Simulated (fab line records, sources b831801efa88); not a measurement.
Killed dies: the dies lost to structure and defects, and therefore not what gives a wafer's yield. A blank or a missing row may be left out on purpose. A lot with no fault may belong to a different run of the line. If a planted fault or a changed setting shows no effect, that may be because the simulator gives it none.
fab line records	flow sky130
record: lots: 13	wafers: 39	last_day: 54
route steps=708 shown LI_CONTACT@381 CONTACT@423 METAL1@438 VIA1@474 PAD_OPEN@708
lots that met no fault: from a run of the same line without faults
start_h: hours from the record's first day to the start of the lot's first wafer shown	wait_h: time in hours since the lot's previous step	" same as the row above	L1.1+2: a row that stands for several wafers	- no value present, or no start provided	* or withheld: withheld	< > ~ a bound
route shown NAME@n: NAME is a module with steps in the file, n the number in the route of the first one	usual: the fault-free wafers' mean and standard deviation	same: alike in all rows	chamber/n: place in a boat	sites: the reading at each site	_std_site: standard deviation across them	_edge_site: the outer-site mean with the inner-site mean subtracted	radius_mm: how far each site lies from the wafer's centre	mask NAME#n: copy n	behind: the most recent tool/chamber to have shaped the wafer	hold: what put the lot on hold/how long, in hours/how the hold closed	device: transistor that didn't switch, given as n, p or np	end of line: at the end of the route, the tests of the same wafers	step lacking rows: just its recipe	killed: at the first sort, the dies lost to defects and structure; wafer yield is something else	map: a wafer's dies, x killed, . not, _ none there
set.NAME: the setting the step ran with; set.NAME@STEP: the setting that earlier step ran with	model.NAME: the simulator's own value behind a step, which no gauge read
one table for each step of the route and one row for each wafer, over a sample of lots
services: from which hour (start_h, from the record's first day; less than 0 if before it) a tool's chamber was out of use, for how many hours, and why
== steps ==
step: SKY_LI_CONTACT_SPUTTER_19
recipe: material: Ti	target_thk_nm: 20	chamber_pressure_pa: 5	power_w: 2500	substrate_temp_c: 200	time_s: 106.37
usual: throttle_valve_pct: 29.4/1.1
same: time_s: 106.37
lot.wafer	tool	chamber	start_h	wait_h	throttle_valve_pct
L215.2	pvd_sputter-02	-	687.21	0.0	28.0
L215.3	"	-	"	"	28.7
L215.4	"	-	"	"	29.9
L216.2	pvd_sputter-04	-	688.01	0.0	29.6
L216.3	"	-	"	"	29.5
L216.4	"	-	"	"	29.2
L220.1	pvd_sputter-02	-	727.72	0.0	27.9
L220.2	"	-	"	"	28.9
L220.6	"	-	"	"	29.8
L219.1	pvd_sputter-01	-	728.21	0.0	31.1
L219.3	"	-	"	"	28.2
L219.6	"	-	"	"	29.7
L221.3	pvd_sputter-02	-	728.69	0.0	29.0
L221.5	"	-	"	"	28.0
L221.6	"	-	"	"	30.0
L232.3	pvd_sputter-02	-	818.58	0.0	29.0
L232.4	"	-	"	"	27.9
L232.5	"	-	"	"	28.0
L235.3	pvd_sputter-02	-	837.65	0.0	29.4
L235.4	"	-	"	"	29.3
L235.6	"	-	"	"	30.1
L236.1	pvd_sputter-02	-	843.41	0.0	29.0
L236.5	"	-	"	"	30.1
L236.6	"	-	"	"	29.3
L237.2	pvd_sputter-02	-	853.25	0.0	29.1
L237.3	"	-	"	"	29.0
L237.5	"	-	"	"	29.0
L238.1	pvd_sputter-01	-	857.12	0.0	28.4
L238.5	"	-	"	"	29.1
L238.6	"	-	"	"	29.5
L225.1	pvd_sputter-04	-	892.93	120.0	29.8
L225.2	"	-	"	"	29.3
L225.3	"	-	"	"	32.5
L226.1	pvd_sputter-02	-	902.52	120.0	27.6
L226.3	"	-	"	"	29.0
L226.4	"	-	"	"	29.9
L230.1	pvd_sputter-04	-	931.84	120.0	29.3
L230.3	"	-	"	"	29.6
L230.6	"	-	"	"	29.6
step: SKY_CONTACT_ETCH_17
recipe: target: SiO2	chemistry: C4F8/O2/Ar	stop_on: Si3N4	mask_material: KrF-thick	source_w: 1500	bias_w: 1200	pressure_mtorr: 40	c4f8_flow_sccm: withheld	O2_flow_sccm: 6	Ar_flow_sccm: 300	time_s: withheld	target_depth_a: 3400
usual: oes_product_au: 0.891/0.0048
lot.wafer	tool	chamber	start_h	wait_h	oes_product_au
L215.2	rie_diel-03	3	745.24	0.0	0.889
L215.3	"	2	"	"	0.890
L215.4	"	1	"	"	0.888
L216.2	rie_diel-03	0	746.41	0.0	0.885
L216.3	"	2	"	"	0.903
L216.4	"	1	"	"	0.889
L220.1	rie_diel-01	2	784.64	0.0	0.886
L220.2	"	1	"	"	0.894
L220.6	"	2	"	"	0.890
L219.1	rie_diel-02	3	785.26	0.0	0.884
L219.3	"	1	"	"	0.887
L219.6	"	1	"	"	0.893
L221.3	rie_diel-01	1	785.46	0.0	0.883
L221.5	"	2	"	"	0.894
L221.6	"	1	"	"	0.894
L232.3	rie_diel-02	2	873.54	0.0	0.899
L232.4	"	3	"	"	0.889
L232.5	"	3	"	"	0.890
L235.3	rie_diel-02	0	892.12	0.0	0.894
L235.4	"	3	"	"	0.895
L235.6	"	3	"	"	0.895
L236.1	rie_diel-02	0	898.17	0.0	0.894
L236.5	"	1	"	"	0.890
L236.6	"	0	"	"	0.890
L237.2	rie_diel-01	1	908.27	0.0	0.893
L237.3	"	3	"	"	0.890
L237.5	"	1	"	"	0.884
L238.1	rie_diel-01	2	910.82	0.0	0.881
L238.5	"	2	"	"	0.893
L238.6	"	1	"	"	0.894
L225.1	rie_diel-02	3	948.97	0.0	0.895
L225.2	"	1	"	"	0.898
L225.3	"	0	"	"	0.892
L226.1	rie_diel-02	2	959.54	0.0	0.881
L226.3	"	3	"	"	0.889
L226.4	"	0	"	"	0.891
L230.1	rie_diel-02	0	987.52	0.0	0.890
L230.3	"	1	"	"	0.878
L230.6	"	2	"	"	0.893
step: SKY_METAL1_SPUTTER_04
recipe: material: TiN	target_thk_nm: 70	power_w: 6500	time_s: 58.3	chamber_pressure_pa: 0.4
usual: throttle_valve_pct: 29.6/1.1
same: time_s: 58.3
lot.wafer	tool	chamber	start_h	wait_h	throttle_valve_pct
L215.2	pvd_sputter-03	-	746.71	0.0	30.9
L215.3	"	-	"	"	28.7
L215.4	"	-	"	"	28.8
L216.2	pvd_sputter-04	-	747.89	0.0	29.4
L216.3	"	-	"	"	32.2
L216.4	"	-	"	"	29.5
L220.1	pvd_sputter-03	-	786.55	0.0	28.8
L220.2	"	-	"	"	28.9
L220.6	"	-	"	"	31.1
L219.1	pvd_sputter-03	-	787.45	0.0	28.8
L219.3	"	-	"	"	30.9
L219.6	"	-	"	"	29.7
L221.3	pvd_sputter-02	-	787.75	0.0	29.2
L221.5	"	-	"	"	28.8
L221.6	"	-	"	"	27.8
L232.3	pvd_sputter-03	-	874.97	0.0	29.5
L232.4	"	-	"	"	28.8
L232.5	"	-	"	"	29.1
L235.3	pvd_sputter-02	-	893.54	0.0	29.0
L235.4	"	-	"	"	29.2
L235.6	"	-	"	"	28.8
L236.1	pvd_sputter-03	-	899.59	0.0	29.2
L236.5	"	-	"	"	29.6
L236.6	"	-	"	"	30.9
L237.2	pvd_sputter-03	-	909.73	0.0	29.2
L237.3	"	-	"	"	29.1
L237.5	"	-	"	"	30.9
L238.1	pvd_sputter-02	-	912.28	0.0	28.8
L238.5	"	-	"	"	28.9
L238.6	"	-	"	"	28.9
L225.1	pvd_sputter-03	-	950.41	0.0	29.0
L225.2	"	-	"	"	30.9
L225.3	"	-	"	"	28.6
L226.1	pvd_sputter-02	-	960.97	0.0	29.1
L226.3	"	-	"	"	29.2
L226.4	"	-	"	"	30.0
L230.1	pvd_sputter-02	-	988.98	0.0	29.0
L230.3	"	-	"	"	30.2
L230.6	"	-	"	"	28.9
step: SKY_VIA1_STRIP_16
recipe: chemistry: O2/N2	power_w: 1400	pressure_mtorr: 1500	platen_temp_c: withheld	o2_flow_sccm: 3000	n2_flow_sccm: 300	overash_fraction: 0.5
usual: drypump_motor_current_A: 5.9/0.37	oes_product_au: 0.415/0.0047	strip_time_to_endpoint_s: 4.456/0.017
lot.wafer	tool	chamber	start_h	wait_h	drypump_motor_current_A	oes_product_au	rf_hours_counter_h	strip_time_to_endpoint_s
L215.2	plasma_asher-02	1	801.36	0.0	5.9	0.409	93	4.456
L215.3	"	1	"	"	5.9	0.423	-	4.463
L215.4	"	0	"	"	6.4	0.419	-	4.446
L216.2	plasma_asher-03	1	802.81	0.0	5.4	0.417	38	4.450
L216.3	"	0	"	"	5.4	0.430	-	4.442
L216.4	"	1	"	"	5.4	0.413	-	4.451
L220.1	plasma_asher-03	1	841.43	0.0	5.4	0.417	42	4.414
L220.2	"	0	"	"	5.4	0.413	42	4.481
L220.6	"	1	"	"	5.4	0.417	-	4.469
L219.1	plasma_asher-02	0	841.78	0.0	6.4	0.419	98	4.455
L219.3	"	0	"	"	6.4	0.417	-	4.444
L219.6	"	0	"	"	6.4	0.416	-	4.459
L221.3	plasma_asher-04	1	841.86	0.1	5.7	0.413	-	4.437
L221.5	"	1	"	"	5.7	0.415	-	4.435
L221.6	"	0	"	"	5.6	0.419	-	4.435
L232.3	plasma_asher-02	0	927.80	0.1	6.5	0.421	-	4.480
L232.4	"	1	"	"	5.9	0.418	-	4.450
L232.5	"	0	"	"	6.4	0.417	-	4.455
L235.3	plasma_asher-02	0	945.37	0.1	6.4	0.415	-	4.428
L235.4	"	1	"	"	5.9	0.410	-	4.474
L235.6	"	0	"	"	6.4	0.418	-	4.469
L236.1	plasma_asher-04	1	950.98	0.0	5.7	0.408	19	4.435
L236.5	"	0	"	"	5.6	0.418	-	4.449
L236.6	"	1	"	"	5.7	0.421	-	4.465
L237.2	plasma_asher-02	1	960.43	0.0	5.9	0.408	108	4.453
L237.3	"	1	"	"	5.9	0.410	-	4.455
L237.5	"	0	"	"	6.4	0.420	-	4.449
L238.1	plasma_asher-02	0	963.43	0.0	6.4	0.417	109	4.475
L238.5	"	0	"	"	6.4	0.419	-	4.444
L238.6	"	1	"	"	5.9	0.422	-	4.474
L225.1	plasma_asher-02	0	1004.28	0.0	6.4	0.420	102	4.472
L225.2	"	1	"	"	5.9	0.416	102	4.462
L225.3	"	1	"	"	5.9	0.408	-	4.463
L226.1	plasma_asher-02	1	1016.28	0.0	5.9	0.428	103	4.449
L226.3	"	0	"	"	6.4	0.423	-	4.460
L226.4	"	1	"	"	5.9	0.422	-	4.434
L230.1	plasma_asher-04	1	1042.48	0.0	5.7	0.416	16	4.455
L230.3	"	1	"	"	5.6	0.429	-	4.455
L230.6	"	0	"	"	5.5	0.413	-	4.462
step: SKY_PAD_OPEN_PROBE_99
usual: killed_at_M0_to_M3: 44/8.6	killed_at_M4_up: 3.4/1.9	killed_at_contacts: 23/5.7	killed_at_front_end: 15/4.5	killed_at_other: 0.4/0.62	killed_dies: 86/11	killed_open: 46/7.6	killed_short: 39/6.3
same: gross_dies: 492	killed_at_back_side: 0
lot.wafer	tool	chamber	start_h	wait_h	killed_at_M0_to_M3	killed_at_M4_up	killed_at_contacts	killed_at_front_end	killed_at_other	killed_dies	killed_open	killed_short
L225.1	prober-02	-	1265.96	0.1	44	2	22	18	0	86	51	35
L225.2	prober-02	-	1266.01	0.1	43	3	26	20	0	92	54	38
L225.3	prober-02	-	1266.06	0.2	31	1	28	27	1	88	53	34
L226.1	prober-01	-	1275.74	0.1	42	6	31	13	0	92	42	49
L226.3	prober-01	-	1275.84	0.2	36	3	21	16	0	76	32	44
L226.4	prober-01	-	1275.89	0.2	47	4	27	17	0	95	58	34
L230.1	prober-01	-	1296.64	0.1	40	3	19	18	1	81	47	33
L230.3	prober-01	-	1296.74	0.2	36	5	19	18	2	80	35	43
L230.6	prober-01	-	1296.89	0.2	28	3	21	11	0	63	38	25
killed by level:class
L225.1 VIA1:geometric_particle:open=14 FIELD_ISO:geometric_particle:open=8 VIA2:geometric_particle:open=8 CONTACT:geometric_particle:short=6 FIELD_ISO:geometric_particle:short=5 CONTACT:geometric_particle:open=5 LI_CONTACT:geometric_particle:open=5 LOCAL_INTERCONNECT:geometric_particle:short=5
L225.2 VIA1:geometric_particle:open=12 CONTACT:geometric_particle:open=8 POLY_GATE:geometric_particle:open=7 VIA2:geometric_particle:open=7 VIA1:geometric_particle:short=6 LI_CONTACT:geometric_particle:open=5 LI_CONTACT:geometric_particle:short=5 METAL2:geometric_particle:short=5
L225.3 CONTACT:geometric_particle:open=9 VIA1:geometric_particle:open=9 FIELD_ISO:geometric_particle:open=7 POLY_GATE:geometric_particle:open=7 LI_CONTACT:geometric_particle:open=7 VIA3:geometric_particle:open=7 CONTACT:geometric_particle:short=6 FIELD_ISO:geometric_particle:short=5
L226.1 CONTACT:geometric_particle:open=10 METAL2:geometric_particle:short=9 LI_CONTACT:geometric_particle:open=8 LOCAL_INTERCONNECT:geometric_particle:short=8 VIA1:geometric_particle:open=7 FIELD_ISO:geometric_particle:short=5 VIA1:geometric_particle:short=5 CONTACT:geometric_particle:short=4
L226.3 VIA1:geometric_particle:open=6 CONTACT:geometric_particle:open=6 FIELD_ISO:geometric_particle:short=5 POLY_GATE:geometric_particle:short=5 CONTACT:geometric_particle:short=5 METAL1:geometric_particle:short=5 VIA2:geometric_particle:open=5 FIELD_ISO:geometric_particle:open=4
L226.4 VIA1:geometric_particle:open=12 CONTACT:geometric_particle:open=12 VIA2:geometric_particle:open=8 VIA3:geometric_particle:open=8 FIELD_ISO:geometric_particle:open=6 LOCAL_INTERCONNECT:geometric_particle:short=6 LI_CONTACT:geometric_particle:open=5 METAL2:geometric_particle:short=5
L230.1 CONTACT:geometric_particle:open=10 VIA1:geometric_particle:open=10 VIA3:geometric_particle:open=7 METAL1:geometric_particle:short=6 POLY_GATE:geometric_particle:open=5 FIELD_ISO:geometric_particle:open=4 LI_CONTACT:geometric_particle:open=4 CONTACT:geometric_particle:short=4
L230.3 VIA1:geometric_particle:open=11 METAL1:geometric_particle:short=8 CONTACT:geometric_particle:open=6 METAL2:geometric_particle:short=6 FIELD_ISO:geometric_particle:open=5 POLY_GATE:geometric_particle:short=4 LI_CONTACT:geometric_particle:short=4 LOCAL_INTERCONNECT:geometric_particle:short=4
L230.6 CONTACT:geometric_particle:open=7 VIA1:geometric_particle:open=6 LI_CONTACT:geometric_particle:open=5 CONTACT:geometric_particle:short=4 VIA2:geometric_particle:open=4 VIA3:geometric_particle:short=4 POLY_GATE:geometric_particle:open=3 LOCAL_INTERCONNECT:geometric_particle:short=3
== services ==
tool	chamber	start_h	hours	kind
pvd_sputter-02	-	673.01	1.7	repair
pvd_sputter-03	-	675.25	0.5	repair
rie_diel-01	2	686.81	7.9	repair
plasma_asher-02	-	738.62	2.1	repair
pvd_sputter-03	-	759.41	4.2	repair
pvd_sputter-03	-	779.33	2.3	repair
pvd_sputter-03	-	787.53	5.8	repair
pvd_sputter-03	-	790.61	3.0	repair
pvd_sputter-02	-	799.91	0.6	repair
pvd_sputter-02	-	825.87	0.9	repair
pvd_sputter-02	-	849.72	0.6	repair
pvd_sputter-02	-	857.54	1.0	repair
plasma_asher-02	-	881.36	1.2	repair
rie_diel-02	-	883.59	0.3	repair
rie_diel-02	3	902.00	4.9	repair
plasma_asher-02	-	908.21	11.7	repair
rie_diel-02	0	919.56	2.9	repair
rie_diel-02	1	961.73	7.5	repair
pvd_sputter-02	-	968.61	0.7	repair
pvd_sputter-02	-	982.93	3.2	repair
rie_diel-02	2	1002.03	5.4	repair
plasma_asher-02	-	1002.20	0.7	repair
plasma_asher-02	-	1030.95	2.8	pm
pvd_sputter-03	-	1039.81	9.0	repair
== key ==
first_sign: step: SKY_LI_CONTACT_SPUTTER_19	reading: wait_h	direction: changed
effect none on later readings
met_at SKY_LI_CONTACT_SPUTTER_19
struck_lots L225,L226,L230
struck_wafers L225.1,L225.2,L225.3,L226.1,L226.3,L226.4,L230.1,L230.3,L230.6
tester_left_out L225,L226,L230
loop_trim: step: SKY_CONTACT_EXPOSE_11	setting: dose	lots: L226,L230
loop_trim: step: SKY_VIA1_EXPOSE_09	setting: dose	lots: L225,L226,L230
not_acting_at SKY_CONTACT_ETCH_17,SKY_METAL1_SPUTTER_04,SKY_VIA1_STRIP_16
fault: kind: queue_time_violation	tool: pvd_sputter-01,pvd_sputter-02,pvd_sputter-04	chamber: -	onset_h: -	steps: SKY_LI_CONTACT_SPUTTER_19	delay_hr: 120	scope: struck_wafers_only
tester_left_out: of these lots the tester's yield and bins aren't shown, on N5 and GAA mostly nor the transistor test; their killed dies are dies lost to structure and defects alone, not to doping, threshold or leakage, so they don't give the yield
loop_trim: a control loop set the setting to another value than it would have without faults
